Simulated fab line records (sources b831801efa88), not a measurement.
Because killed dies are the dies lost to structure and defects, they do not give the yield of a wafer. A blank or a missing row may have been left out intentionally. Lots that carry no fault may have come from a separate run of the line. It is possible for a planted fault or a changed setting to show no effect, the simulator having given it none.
Chamber matching -- flow gf180mcu -- cmp-02 running GF_V4_CMP_04: 4 sister chambers
The step polishes SiO2. 30 wafers are shown with their chamber, then 12 later ones without.

== WAFERS, EACH WITH ITS CHAMBER ==
wafer,chamber,motorCurrentA (A),timeToEndpointS (s)
L076.1,2,11.1,79
L076.2,1,10.1,81
L076.3,0,10.7,75
L076.4,3,12.4,80
L076.5,0,10.8,84
L076.6,3,12.6,84
L077.3,1,9.9,76
L077.5,0,10.9,73
L077.6,1,10.4,79
L078.2,0,11.1,76
L078.3,2,11.7,80
L078.4,1,9.9,86
L080.1,2,11.6,76
L080.4,3,12.6,83
L080.5,1,9.8,82
L081.1,2,11.5,78
L081.2,3,12.3,77
L081.4,0,10.9,81
L082.1,3,12.3,77
L082.2,1,10.3,77
L082.3,2,11.8,73
L084.1,2,11.6,75
L084.2,1,10.4,75
L084.3,0,10.5,76
L085.1,0,11.3,75
L085.3,2,11.3,83
L085.4,1,10.6,90
L086.4,1,10.4,81
L086.5,0,10.9,78
L086.6,3,12.5,75

SIGNATURES (means of the wafers above)
reading,chamber 0,chamber 1,chamber 2,chamber 3,scatter within a chamber
motorCurrentA,10.887,10.200,11.514,12.450,0.24
timeToEndpointS,77.25,80.78,77.71,79.33,3.98
Rule: for each reading, subtract the chamber's mean from the wafer's reading, divide by that reading's scatter and square the result; add these up over the readings and take the root, which gives the wafer's distance from the chamber. If the next closest chamber is less than 2 further off than the closest, the wafer can't be placed; otherwise it belongs to the closest. How the scatter is found: for the shown wafers, subtract from each reading the mean of its chamber, square and add these, divide the total by (wafers less chambers), then take the root.

== WAFERS WITH NO CHAMBER GIVEN ==
wafer,motorCurrentA (A),timeToEndpointS (s)
L088.1,11.6,79
L088.2,12.0,80
L088.3,10.5,83
L092.1,11.2,77
L092.3,10.6,83
L092.6,12.0,87
L093.3,10.3,81
L093.5,12.6,87
L093.6,10.9,83
L097.1,11.7,77
L097.2,9.7,79
L097.4,10.0,80

== WHICH CHAMBER EACH WENT THROUGH ==
wafer,from the rows above,in truth
L088.1,2,2
L088.2,can't be placed: 3 or 2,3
L088.3,can't be placed: 1 or 0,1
L092.1,can't be placed: 0 or 2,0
L092.3,can't be placed: 1 or 0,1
L092.6,can't be placed: 3 or 2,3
L093.3,1,1
L093.5,3,3
L093.6,can't be placed: 0 or 2 or 1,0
L097.1,2,2
L097.2,1,1
L097.4,1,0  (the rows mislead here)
5 of 12 placed correctly. Not placeable from these rows: 6 (in 6, the candidates include the true chamber). Placed wrongly: 1.
